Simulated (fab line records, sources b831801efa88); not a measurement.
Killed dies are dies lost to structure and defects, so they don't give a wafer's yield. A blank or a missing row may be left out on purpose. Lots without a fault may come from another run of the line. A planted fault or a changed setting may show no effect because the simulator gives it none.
One fault seen from 2 desks | flow gf180mcu | each desk has only its own numbers; what lay behind them comes last

THE METROLOGY DESK
What the gauges read, lot by lot, whatever tool the lot ran on: means of the sampled wafers that have a number. A lot is out of limits, marked OUT, if its mean lies more than 4 standard deviations from the usual mean; the brackets give that distance.
Columns: A = STI_OXIDATION_02_THK at GF_STI_THK_MEAS_30, usual 10.08 nm
lot  | first seen here | A
L751 | day 3 04:31     | 10.09
L754 | day 3 23:03     | 10.21
L755 | day 4 03:23     | 9.93
L761 | day 5 05:33     | 9.92
L766 | day 6 08:40     | 10.23
L768 | day 6 19:04     | 10.20
This desk's finding: nothing out of limits on any of the 6 lots.

THE TOOL OWNER'S DESK: implanter-02
The tool's own readings at GF_DNWELL_IMPLANT_07: means of the sampled wafers that have a number, for each lot that ran on this tool. A lot is out of limits, marked OUT, if its mean lies more than 4 standard deviations from the usual mean; the brackets give that distance.
Columns: A = beam_energy_keV at GF_DNWELL_IMPLANT_07, usual 1500.1; B = dose_ions_cm2 at GF_DNWELL_IMPLANT_07, usual 9.999e+12
lot  | first seen here | A                        | B
L754 | day 4 12:00     | 1499.4                   | 9.987e+12
L755 | day 4 16:18     | 1447.7 (-99 or more) OUT | 9.991e+12
L761 | day 5 19:48     | 1447.9 (-99 or more) OUT | 1.001e+13
This desk's finding: out of limits on L755, L761; first on L755, day 4 16:18 (beam_energy_keV at GF_DNWELL_IMPLANT_07). In limits: L754.

PUT TOGETHER
The tool owner's desk could have raised an alarm at day 4 16:18, on L755, L761.
The metrology desk saw nothing out of limits.
The metrology desk has L755, L761 on record, within its limits.
Of the lots named, all ran GF_DNWELL_IMPLANT_07 on implanter-02.

WHAT THE SIMULATOR HAD PUT IN
Process parameter drift: implanter-02, from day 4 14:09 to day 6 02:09, at GF_DNWELL_IMPLANT_07. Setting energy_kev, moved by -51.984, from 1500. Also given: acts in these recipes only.
Lots struck among those shown: L755, L761.
Hours from the fault's start to each desk's first reading out of limits: the tool owner's desk, 2.
